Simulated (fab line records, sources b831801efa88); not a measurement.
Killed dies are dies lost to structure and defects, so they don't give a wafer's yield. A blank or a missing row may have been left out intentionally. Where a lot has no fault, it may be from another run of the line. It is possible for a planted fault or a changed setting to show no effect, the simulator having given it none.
One fault seen from 2 desks	flow sky130	only its own numbers are on each desk; what lay behind them is given at the end

== THE TOOL OWNER'S DESK: litho track-03 ==
The tool's own readings at SKY_METAL3_COAT_08 (resist thk 1154 nm): means of the sampled wafers that have a number, for each lot that ran on this tool. Any lot whose mean is over 4 standard deviations away from the usual mean is out of limits and marked OUT; that distance is given in the brackets.
Columns: A = exhaust pa at SKY_METAL3_COAT_08, usual 45.0 Pa; B = spin speed rpm at SKY_METAL3_COAT_08, usual 3000.0 rpm
lot	first seen here	A	B
L385	day 39 04:00	45.8	2998.9
L387	day 39 17:00	45.2	3003.0
L394	day 41 17:00	44.1	2881.7 (-56) OUT
L397	day 43 07:00	45.5	2883.0 (-56) OUT
This desk's finding: out of limits on L394, L397; first on L394, day 41 17:00 (spin speed rpm at SKY_METAL3_COAT_08). Within limits: L385, L387.

== METROLOGY DESK ==
Means of the sampled wafers that have a number, per lot and without regard to the tool the lot ran on: this is what the gauges read. Any lot whose mean is over 4 standard deviations away from the usual mean is out of limits and marked OUT; that distance is given in the brackets.
Columns: A = SD_P_RS at SKY_SD_N_RS_MEAS_17, usual 147.2 ohm/sq; B = CONTACT_OVL at SKY_CONTACT_OVL_MEAS_15, usual -5 nm
lot	first seen here	A	B
L384	day 28 21:14	147.1	-4
L385	day 29 03:31	147.3	0
L387	day 29 23:20	147.6	-1
L391	day 31 07:22	147.4	-6
L394	day 32 00:21	147.0	-8
L393	day 32 06:58	146.8	-6
L395	day 32 09:21	147.1	-9
L397	day 33 21:17	147.3	1
L398	day 35 00:57	147.3	-5
L400	day 35 01:31	147.0	-11
L402	day 35 02:02	146.9	-3
Result from this desk: across the 11 lots, nothing is out of limits.

== TAKEN TOGETHER ==
The tool owner's desk could have raised an alarm at day 41 17:00, on L394, L397.
Nothing out of limits was seen by the metrology desk.
The metrology desk has L394, L397 on record, within its limits.
Every lot named ran SKY_METAL3_COAT_08 on litho track-03.

== WHAT THE SIMULATOR HAD PUT IN ==
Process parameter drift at SKY_METAL3_COAT_08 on litho track-03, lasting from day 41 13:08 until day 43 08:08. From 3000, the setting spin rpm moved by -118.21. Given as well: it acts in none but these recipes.
Struck lots among those shown: L394, L397.
Each desk's first reading out of limits, in hours after the fault started: the tool owner's desk, 4.
